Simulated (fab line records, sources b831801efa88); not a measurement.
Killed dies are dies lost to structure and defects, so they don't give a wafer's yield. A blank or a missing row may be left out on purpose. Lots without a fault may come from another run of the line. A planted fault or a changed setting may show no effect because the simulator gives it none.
Chamber matching | flow gf180mcu | GF_V1_CMP_26 on cmp-01: 4 sister chambers
The step polishes, stops on SiO2, t overpolish 15 s, target thk 0 nm. 4 wafers are shown with their chamber, then 7 later ones without.

WAFERS WITH THEIR CHAMBER
wafer  | chamber | motor_current_A (A)
L422.1 | 1       | 11.5
L434.2 | 3       | 13.6
L434.3 | 2       | 11.0
L435.5 | 0       | 9.9

WAFERS WITHOUT THEIR CHAMBER
wafer  | motor_current_A (A)
L435.6 | 13.9
L436.1 | 9.8
L436.3 | 12.9
L436.5 | 10.0
L438.2 | 10.2
L438.3 | 11.8
L438.6 | 11.6

WHICH CHAMBER EACH WENT THROUGH
wafer  | from the rows above     | in truth
L435.6 | 3                       | 3
L436.1 | 0                       | 0
L436.3 | 3                       | 3
L436.5 | 0                       | 0
L438.2 | can't be placed: 0 or 2 | 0
L438.3 | can't be placed: 1 or 2 | 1
L438.6 | can't be placed: 1 or 2 | 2
Placed correctly: 4 of 7. Can't be placed from these rows: 3 (the true chamber is among the candidates in 3). Placed wrongly: 0.
How it was worked out, from the rows above alone: a wafer's distance from a chamber is the root of the sum, over the readings, of the square of ((its reading less the chamber's mean) divided by the reading's scatter). The wafer belongs to the nearest chamber; if the next one is less than 2 further off, it can't be placed. A chamber's mean is the mean of its shown wafers. The scatter: with one shown wafer a chamber, the root of the mean of the squares of how far each hidden wafer lies from its nearest shown one.
